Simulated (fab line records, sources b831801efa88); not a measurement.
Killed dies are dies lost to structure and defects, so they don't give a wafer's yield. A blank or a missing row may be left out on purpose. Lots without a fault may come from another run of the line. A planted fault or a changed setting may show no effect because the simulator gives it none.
fab line records | flow sky130
record lots=6 wafers=18 last_day=50
route steps=708 shown SONOS_TUNNEL@156 SONOS_ONO@168 PAD_OPEN@708
lots that met no fault: from a run of the same line without faults
start_h: hours from the record's first day to the start of the lot's first wafer shown | wait_h: hours since the lot's step before | " the same as in the row above | L1.1+2: a row that stands for several wafers | - no value, or no start given | * or withheld: withheld | < > ~ a bound
route shown NAME@n: a module of which the file shows steps, and the number in the route of the first | usual: mean/standard deviation of fault-free wafers | same: alike in all rows | chamber/n: place in a boat | sites: the reading at each site | _std_site: their standard deviation | _edge_site: outer sites' mean less inner sites' | radius_mm: how far each site lies from the wafer's centre | mask NAME#n: copy n | behind: the tool/chamber that last shaped the wafer | hold: why the lot was held/for how many hours/how that ended | device: the transistor (n, p or np) that didn't switch | end of line: the same wafers' tests at the end of the route | a step without rows: its recipe alone | killed: dies lost to structure and defects at the first sort, not the wafer's yield | map: a wafer's dies, x killed, . not, _ none there
set.NAME: the setting as run; set.NAME@STEP: as run at that earlier step | model.NAME: the simulator's own value behind a step, which no gauge read
lots at some steps of the route; a table a step, a row a wafer
services: from which hour (start_h, from the record's first day; less than 0 if before it) a tool's chamber was out of use, for how many hours, and why
## steps
# step SKY_SONOS_TUNNEL_COAT_02
# recipe resist=NOVOLAK spin_rpm=3000 resist_thk_nm=1140
# step SKY_SONOS_TUNNEL_SOFTBAKE_03
# recipe temp_c=90 time_s=60 resist=NOVOLAK
# step SKY_SONOS_TUNNEL_EXPOSE_04
# recipe mask_id=TUNM na=0.6 source_shape=conventional sigma_outer=0.6 polarization=unpolarized target_cd_nm=410 dose_mj=136
# step SKY_SONOS_TUNNEL_PEB_05
# recipe temp_c=withheld time_s=* resist=NOVOLAK
# step SKY_SONOS_TUNNEL_DEVELOP_06
# recipe resist=NOVOLAK developer=TMAH develop_time_s=60 dev_temp_c=23
# step SKY_SONOS_TUNNEL_CD_MEAS_07
# recipe target_cd_nm=410
# usual cd_nm=409.7/2.4
# columns lot.wafer tool chamber start_h wait_h cd_nm
L600.2 cd_sem-02 - 288.88 0.1 411.9
L600.4 " - " " 411.4
L600.5 " - " " 412.8
L604.2 cd_sem-02 - 319.51 0.1 409.5
L604.4 " - " " 412.4
L604.5 " - " " 409.5
L605.1 cd_sem-01 - 326.86 0.1 406.7
L605.2 " - " " 406.7
L605.3 " - " " 407.0
L606.2 cd_sem-01 - 338.58 0.1 408.0
L606.5 " - " " 407.0
L606.6 " - " " 406.7
L607.1 cd_sem-02 - 350.29 0.1 407.3
L607.2 " - " " 405.9
L607.4 " - " " 408.8
L617.3 cd_sem-01 - 427.50 0.1 406.1
L617.4 " - " " 407.1
L617.6 " - " " 408.3
# step SKY_SONOS_TUNNEL_OVL_MEAS_08
# usual SONOS_TUNNEL_OVL=-1.5/1.6
# columns lot.wafer tool chamber start_h wait_h SONOS_TUNNEL_OVL[nm]
L600.2 overlay-02 - 288.98 0.1 -0.4
L600.4 " - " " 0.1
L600.5 " - " " -0.1
L604.2 overlay-02 - 319.62 0.1 -0.5
L604.4 " - " " -0.4
L604.5 " - " " -1.4
L605.1 overlay-02 - 326.98 0.1 -1.0
L605.2 " - " " -0.8
L605.3 " - " " -1.0
L606.2 overlay-01 - 338.68 0.1 -4.3
L606.5 " - " " -1.9
L606.6 " - " " -2.0
L607.1 overlay-01 - 350.41 0.1 -3.9
L607.2 " - " " -2.3
L607.4 " - " " -2.5
L617.3 overlay-01 - 427.59 0.1 -3.1
L617.4 " - " " -1.9
L617.6 " - " " -5.7
# step SKY_SONOS_TUNNEL_IMPLANT_09
# recipe species=B energy_kev=20 dose_cm2=1e+12 tilt_deg=withheld
# step SKY_SONOS_TUNNEL_WET_ETCH_10
# recipe chemistry=dHF target_depth_nm=14 target=SiO2 dilution=100:1 temp_c=25 time_s=280
# step SKY_SONOS_TUNNEL_STRIP_11
# recipe chemistry=SPM time_s=600 temp_c=130
# step SKY_SONOS_TUNNEL_TW_MEAS_12
# usual SONOS_TUNNEL_TW=199.0/1.6
# columns lot.wafer tool chamber start_h wait_h SONOS_TUNNEL_TW
L600.2 film_metro-03 - 289.46 0.0 196.9
L600.4 " - " " 198.7
L600.5 " - " " 197.7
L604.2 film_metro-03 - 320.09 0.0 196.3
L604.4 " - " " 195.3
L604.5 " - " " 197.2
L605.1 film_metro-02 - 327.43 0.0 202.3
L605.2 " - " " 201.9
L605.3 " - " " 202.0
L606.2 film_metro-03 - 339.14 0.0 197.7
L606.5 " - " " 197.4
L606.6 " - " " 198.2
L607.1 film_metro-02 - 350.86 0.0 201.6
L607.2 " - " " 200.7
L607.4 " - " " 200.1
L617.3 film_metro-03 - 428.05 0.0 197.2
L617.4 " - " " 197.2
L617.6 " - " " 197.3
# step SKY_SONOS_TUNNEL_CLEAN_13
# recipe chemistry=dHF time_s=20 dilution=100:1 dry=ipa_marangoni
# step SKY_SONOS_ONO_OXIDATION_00
# recipe temp_c=800 ambient=O2 idle_temp_c=700 ramp_up_c_per_min=10 ramp_down_c_per_min=3 stabilise_s=600 purge_s=300 target_thk_a=26 ox_time_s=1249
# usual zone_power_upper_pct=14.68/0.27
# columns lot.wafer tool chamber start_h wait_h zone_power_upper_pct model.SiO2_of_SONOS_ONO_OXIDATION_00.thk_nm
L600.2 furnace-02 0 290.12 0.6 14.38 2.609
L600.4 " 0 " " 14.32 2.637
L600.5 " 0 " " 14.59 2.649
L604.2 furnace-02 0 321.63 1.5 14.64 2.155
L604.4 " 0 " " 14.52 2.18
L604.5 " 0 " " 14.59 2.152
L605.1 furnace-02 0 327.50 0.0 14.36 2.122
L605.2 " 0 " " 14.45 2.123
L605.3 " 0 " " 14.77 2.151
L606.2 furnace-01 0 339.20 0.0 15.05 2.674
L606.5 " 0 " " 15.02 2.627
L606.6 " 0 " " 15.08 2.642
L607.1 furnace-01 0 351.63 0.7 14.92 2.633
L607.2 " 0 " " 14.72 2.616
L607.4 " 0 " " 14.68 2.633
L617.3 furnace-02 0 428.71 0.6 14.50 2.576
L617.4 " 0 " " 14.59 2.595
L617.6 " 0 " " 14.37 2.587
# step SKY_SONOS_ONO_THK_MEAS_01
# recipe reads=SiO2_of_SONOS_ONO_OXIDATION_00
# usual SONOS_ONO_OXIDATION_THK=2.61/0.053
# columns lot.wafer tool chamber start_h wait_h SONOS_ONO_OXIDATION_THK[nm]
L600.2 film_metro-04 - 291.47 0.0 2.62
L600.4 " - " " 2.58
L600.5 " - " " 2.68
L604.2 film_metro-03 - 322.99 0.0 2.13
L604.4 " - " " 2.19
L604.5 " - " " 2.14
L605.1 film_metro-01 - 328.85 0.0 2.14
L605.2 " - " " 2.11
L605.3 " - " " 2.17
L606.2 film_metro-04 - 340.56 0.0 2.68
L606.5 " - " " 2.61
L606.6 " - " " 2.61
L607.1 film_metro-01 - 352.98 0.0 2.68
L607.2 " - " " 2.60
L607.4 " - " " 2.63
L617.3 film_metro-04 - 430.08 0.0 2.58
L617.4 " - " " 2.59
L617.6 " - " " 2.51
# step SKY_SONOS_ONO_CVD_02
# recipe material=Si3N4 precursor=DCS/NH3 target_thk_nm=10.5 temp_c=770 time_s=180 pressure_mtorr=250
# step SKY_PAD_OPEN_PROBE_99
# usual killed_at_M0_to_M3=43/7.6 killed_at_M4_up=2.9/1.7 killed_at_contacts=24/5.5 killed_at_front_end=15/4.2 killed_at_other=0.3/0.52 killed_dies=86/9.4 killed_open=47/7 killed_short=39/6.4
# same gross_dies=492 killed_at_back_side=0
# columns lot.wafer tool chamber start_h wait_h killed_at_M0_to_M3 killed_at_M4_up killed_at_contacts killed_at_front_end killed_at_other killed_dies killed_open killed_short model.etest.sonos_erased.drive_ua_um model.etest.cap_ono.gate_log10_a_cm2 model.etest.cap_ono.gate_bv_v model.etest.cap_ono.tox_acc_nm model.etest.sonos_erased.vt_v model.etest.sonos_baked.vt_less_v
L600.2 prober-01 - 1108.70 0.1 44 0 29 25 0 98 49 48 177.9 -7.994 16.42 12.9 -2.25 -0.4356
L600.4 prober-01 - 1108.80 0.2 53 1 20 21 0 95 57 38 200.1 -7.982 16.3 12.9 -2.278 -0.457
L600.5 prober-01 - 1108.85 0.2 45 1 24 23 0 93 45 48 201.2 -8.046 16.78 12.9 -2.271 -0.4902
L604.2 prober-01 - 1130.69 0.1 50 2 19 10 0 81 40 41 227.4 -7.529 16.51 12.48 -2.511 -0.6816
L604.4 prober-01 - 1130.79 0.2 43 7 25 18 1 94 41 52 193.9 -7.573 15.79 12.59 -2.447 -0.6027
L604.5 prober-01 - 1130.84 0.2 30 4 37 16 0 87 51 36 212.1 -7.398 15.9 12.46 -2.523 -0.6188
L605.1 prober-02 - 1137.20 0.1 50 6 16 6 1 79 43 36 184.4 -7.695 16.37 12.63 -2.424 -0.5536
L605.2 prober-02 - 1137.25 0.1 45 4 24 15 0 88 38 48 206.8 -7.642 16.38 12.64 -2.454 -0.6551
L605.3 prober-02 - 1137.30 0.2 42 2 26 14 0 84 41 43 224.5 -7.755 16.23 12.77 -2.432 -0.6149
L606.2 prober-01 - 1143.65 0.1 39 2 27 14 0 82 51 30 222.7 -7.985 16.59 12.86 -2.304 -0.4614
L606.5 prober-01 - 1143.80 0.2 48 4 29 11 0 92 51 41 209.3 -8.121 16.74 13.04 -2.243 -0.4457
L606.6 prober-01 - 1143.85 0.2 41 3 32 20 0 96 56 39 166.1 -7.996 16.46 12.93 -2.242 -0.4834
L607.1 prober-02 - 1151.93 0.1 31 6 19 15 0 71 31 36 160.9 -7.991 16.04 12.93 -2.243 -0.4762
L607.2 prober-02 - 1151.98 0.1 32 3 25 19 0 79 43 35 178.2 -7.871 16.83 12.87 -2.297 -0.5328
L607.4 prober-02 - 1152.08 0.2 38 2 29 14 0 83 46 35 168.4 -7.981 16.33 12.9 -2.266 -0.4958
L617.3 prober-02 - 1195.98 0.2 36 5 30 11 1 83 53 30 206.3 -8.068 17.02 12.96 -2.283 -0.5447
L617.4 prober-02 - 1196.03 0.2 37 2 23 13 1 76 41 33 200 -8.194 16.5 13.08 -2.221 -0.4739
L617.6 prober-02 - 1196.13 0.2 34 2 24 16 1 77 40 36 211.2 -8.099 16.21 13 -2.271 -0.5286
# killed by level:class
L600.2 CONTACT:geometric_particle:open=11 METAL1:geometric_particle:short=11 VIA1:geometric_particle:open=9 FIELD_ISO:geometric_particle:open=7 LI_CONTACT:geometric_particle:open=7 FIELD_ISO:geometric_particle:short=6 METAL3:geometric_particle:short=6 LOCAL_INTERCONNECT:geometric_particle:short=5
L600.4 VIA1:geometric_particle:open=9 VIA2:geometric_particle:open=9 VIA3:geometric_particle:open=7 POLY_GATE:geometric_particle:short=7 LI_CONTACT:geometric_particle:open=7 POLY_GATE:geometric_particle:open=6 CONTACT:geometric_particle:open=6 METAL2:geometric_particle:short=6
L600.5 VIA1:geometric_particle:open=8 FIELD_ISO:geometric_particle:open=7 CONTACT:geometric_particle:short=6 CONTACT:geometric_particle:open=6 VIA1:geometric_particle:short=6 LOCAL_INTERCONNECT:geometric_particle:short=5 VIA2:geometric_particle:open=5 METAL3:geometric_particle:short=5
L604.2 METAL1:geometric_particle:short=11 VIA1:geometric_particle:open=11 VIA3:geometric_particle:open=9 LOCAL_INTERCONNECT:geometric_particle:short=7 CONTACT:geometric_particle:open=6 METAL2:geometric_particle:short=5 VIA2:geometric_particle:open=5 LI_CONTACT:geometric_particle:open=4
L604.4 VIA1:geometric_particle:open=9 METAL1:geometric_particle:short=8 CONTACT:geometric_particle:short=7 VIA2:geometric_particle:open=7 FIELD_ISO:geometric_particle:short=6 LOCAL_INTERCONNECT:geometric_particle:short=6 CONTACT:geometric_particle:open=6 METAL2:geometric_particle:short=6
L604.5 CONTACT:geometric_particle:open=22 POLY_GATE:geometric_particle:short=7 VIA2:geometric_particle:open=6 LI_CONTACT:geometric_particle:open=5 LOCAL_INTERCONNECT:geometric_particle:short=4 CONTACT:geometric_particle:short=4 METAL2:geometric_particle:short=4 VIA3:geometric_particle:open=4
L605.1 VIA1:geometric_particle:open=11 VIA3:geometric_particle:open=8 CONTACT:geometric_particle:open=7 METAL2:geometric_particle:short=7 VIA2:geometric_particle:open=6 METAL4:geometric_particle:short=5 LI_CONTACT:geometric_particle:open=4 METAL1:geometric_particle:short=4
L605.2 VIA1:geometric_particle:open=13 CONTACT:geometric_particle:open=10 POLY_GATE:geometric_particle:short=7 METAL1:geometric_particle:short=6 METAL2:geometric_particle:short=6 FIELD_ISO:geometric_particle:short=5 CONTACT:geometric_particle:short=5 LOCAL_INTERCONNECT:geometric_particle:short=4
L605.3 CONTACT:geometric_particle:open=10 METAL1:geometric_particle:short=8 LI_CONTACT:geometric_particle:open=7 VIA1:geometric_particle:short=7 CONTACT:geometric_particle:short=6 VIA3:geometric_particle:open=5 FIELD_ISO:geometric_particle:open=4 VIA1:geometric_particle:open=4
L606.2 CONTACT:geometric_particle:open=12 VIA1:geometric_particle:open=10 CONTACT:geometric_particle:short=7 VIA2:geometric_particle:open=7 LI_CONTACT:geometric_particle:open=5 METAL1:geometric_particle:short=5 VIA3:geometric_particle:open=5 FIELD_ISO:geometric_particle:open=4
L606.5 CONTACT:geometric_particle:open=16 METAL2:geometric_particle:short=9 VIA1:geometric_particle:open=8 VIA3:geometric_particle:open=8 METAL1:geometric_particle:short=7 FIELD_ISO:geometric_particle:open=5 VIA2:geometric_particle:open=5 LI_CONTACT:geometric_particle:open=4
L606.6 CONTACT:geometric_particle:open=16 VIA1:geometric_particle:open=11 VIA3:geometric_particle:open=9 CONTACT:geometric_particle:short=7 FIELD_ISO:geometric_particle:short=6 VIA2:geometric_particle:open=5 FIELD_ISO:geometric_particle:open=4 LI_CONTACT:geometric_particle:short=4
L607.1 VIA1:geometric_particle:open=8 CONTACT:geometric_particle:open=7 CONTACT:geometric_particle:short=6 FIELD_ISO:geometric_particle:short=5 POLY_GATE:geometric_particle:short=5 VIA1:geometric_particle:short=4 VIA4:coat_microbubble_printed=4 FIELD_ISO:geometric_particle:open=3
L607.2 CONTACT:geometric_particle:open=10 LI_CONTACT:geometric_particle:open=7 POLY_GATE:geometric_particle:open=6 VIA3:geometric_particle:open=5 LI_CONTACT:geometric_particle:short=4 VIA1:geometric_particle:open=4 VIA3:geometric_particle:short=4 METAL2:geometric_particle:short=4
L607.4 CONTACT:geometric_particle:open=15 VIA1:geometric_particle:open=9 VIA3:geometric_particle:open=6 LI_CONTACT:geometric_particle:open=5 VIA1:geometric_particle:short=5 FIELD_ISO:geometric_particle:open=4 FIELD_ISO:geometric_particle:short=4 LOCAL_INTERCONNECT:geometric_particle:short=4
L617.3 LI_CONTACT:geometric_particle:open=13 CONTACT:geometric_particle:open=8 VIA1:geometric_particle:open=8 VIA1:geometric_particle:short=7 VIA3:geometric_particle:open=6 VIA2:geometric_particle:open=5 POLY_GATE:geometric_particle:open=4 CONTACT:geometric_particle:short=4
L617.4 VIA3:geometric_particle:open=10 CONTACT:geometric_particle:short=7 METAL2:geometric_particle:short=7 LI_CONTACT:geometric_particle:open=6 CONTACT:geometric_particle:open=5 VIA1:geometric_particle:open=5 VIA2:geometric_particle:open=4 FIELD_ISO:geometric_particle:open=3
L617.6 CONTACT:geometric_particle:short=8 CONTACT:geometric_particle:open=7 VIA2:geometric_particle:open=6 VIA1:geometric_particle:open=6 VIA3:geometric_particle:open=5 METAL2:geometric_particle:short=5 FIELD_ISO:geometric_particle:open=4 SPACER:geometric_particle:short=4
## services
# columns tool chamber start_h hours kind
furnace-02 - 294.02 2.5 pm
furnace-01 - 299.42 4.0 pm
## key
first_sign step=SKY_SONOS_ONO_THK_MEAS_01 reading=SONOS_ONO_OXIDATION_THK direction=down sigmas=8.8 usual=2.61 struck=2.14
effect none on later readings
model_effect step=SKY_SONOS_ONO_OXIDATION_00 value=SiO2_of_SONOS_ONO_OXIDATION_00.thk_nm without=2.557 struck=2.147
model_effect step=SKY_PAD_OPEN_PROBE_99 value=etest.sonos_erased.drive_ua_um without=181.6 struck=208.2
met_at SKY_SONOS_ONO_OXIDATION_00
struck_wafers L604.2,L604.4,L604.5,L605.1,L605.2,L605.3
tester_left_out L604,L605
onset_between 290.12 321.63
fault kind=process_parameter_drift tool=furnace-02 chamber=- onset_h=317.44 steps=SKY_SONOS_ONO_OXIDATION_00 channel=ox_time_s offset=* shape=step end_h=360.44 acts_in=* stated=*
# tester_left_out: of these lots the tester's yield and bins aren't shown, on N5 and GAA mostly nor the transistor test; their killed dies are dies lost to structure and defects alone, not to doping, threshold or leakage, so they don't give the yield
